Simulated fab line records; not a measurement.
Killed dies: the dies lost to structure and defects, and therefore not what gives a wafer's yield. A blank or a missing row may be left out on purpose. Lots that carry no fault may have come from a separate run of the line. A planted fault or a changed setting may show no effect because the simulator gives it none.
Check of tool commonality | flow sky130 | Lots sampled 10, wafers sampled 30

WHAT PROMPTED THE OPENING
At SKY_LI_CONTACT_RS_MEAS_22 the reading LI_CONTACT_W_RS is flagged on 2 of 10 lots. Fault-free wafers read 0.286 ohm/sq, with a standard deviation of 0.0038.
Rule: a lot is flagged when every wafer of it that has a number lies more than 4 standard deviations from that mean, or none has a number. The other lots count as sound.

lot  | measured     | on            | LI_CONTACT_W_RS (ohm/sq), wafer by wafer | flag
L233 | day 28 20:38 | film metro-02 | 0.295 0.294 0.290                        |
L240 | day 32 07:05 | film metro-03 | 0.316 0.315 0.318                        | FLAGGED
L243 | day 33 07:20 | film metro-03 | 0.286 0.279 0.283                        |
L242 | day 33 10:59 | film metro-02 | 0.321 0.322 0.326                        | FLAGGED
L245 | day 33 23:09 | film metro-01 | 0.287 0.284 0.283                        |
L246 | day 34 06:05 | film metro-01 | 0.279 0.281 0.281                        |
L251 | day 35 08:59 | film metro-03 | 0.283 0.281 0.286                        |
L252 | day 35 17:35 | film metro-01 | 0.287 0.289 0.290                        |
L254 | day 35 23:25 | film metro-02 | 0.288 0.281 0.280                        |
L255 | day 36 12:58 | film metro-01 | 0.286 0.282 0.287                        |
The numbers of the flagged lots are 0.320 ohm/sq on average: +0.034 ohm/sq against the usual, or +9 standard deviations.

EACH LOT AND THE TOOL IT RAN ON
The record keeps 1 process step preceding the reading, out of 708 steps on the route. Each cell gives the tool, then ch followed by the chambers the sampled wafers passed through, then the start.
lot  | flag    | SKY_LI_CONTACT_CVD_21
L233 |         | cvd w-02 ch 0,1, day 28 20:31
L240 | FLAGGED | cvd w-02 ch 1, day 32 06:51
L243 |         | cvd w-01 ch 0,1, day 33 07:13
L242 | FLAGGED | cvd w-02 ch 0,1, day 33 10:51
L245 |         | cvd w-01 ch 0, day 33 22:55
L246 |         | cvd w-01 ch 0, day 34 05:51
L251 |         | cvd w-01 ch 0,1, day 35 08:52
L252 |         | cvd w-01 ch 0,1, day 35 17:28
L254 |         | cvd w-02 ch 0,1, day 35 23:18
L255 |         | cvd w-02 ch 0,1, day 36 12:50
What the steps here do:
- SKY_LI_CONTACT_CVD_21: deposits W, target thk 400 nm, time 120.56 s.
- SKY_LI_CONTACT_RS_MEAS_22: measures by four-point-probe.

FLAGGED OVER TOTAL, TOOL BY TOOL (the gauges that took the reading come last)
step                      | tool          | lots run | flagged | share of the flagged lots | sound lots run after its first flagged lot
SKY_LI_CONTACT_CVD_21     | cvd w-01      | 5        | 0       | none                      | -
SKY_LI_CONTACT_CVD_21     | cvd w-02      | 5        | 2       | all                       | 2 (L254,L255)
SKY_LI_CONTACT_RS_MEAS_22 | film metro-01 | 4        | 0       | none                      | -
SKY_LI_CONTACT_RS_MEAS_22 | film metro-02 | 3        | 1       | some                      | 1 (L254)
SKY_LI_CONTACT_RS_MEAS_22 | film metro-03 | 3        | 1       | some                      | 2 (L243,L251)

THE TABLE: WHAT IT ALLOWS
1 row of the table ran every flagged lot: cvd w-02 at SKY_LI_CONTACT_CVD_21.
- cvd w-02 at SKY_LI_CONTACT_CVD_21 ran 5 lots, 2 of them flagged. Lots that were sound ran on it after the first flagged one (L254, L255); a persistent fault on the entire tool would not allow that. Its own readings (susceptor temp C) fall more than 4 standard deviations out on all wafers of the flagged lots.
Every row of the table either missed a flagged lot or ran a sound lot after the first.

WHAT HAD BEEN PUT IN BY THE SIMULATOR
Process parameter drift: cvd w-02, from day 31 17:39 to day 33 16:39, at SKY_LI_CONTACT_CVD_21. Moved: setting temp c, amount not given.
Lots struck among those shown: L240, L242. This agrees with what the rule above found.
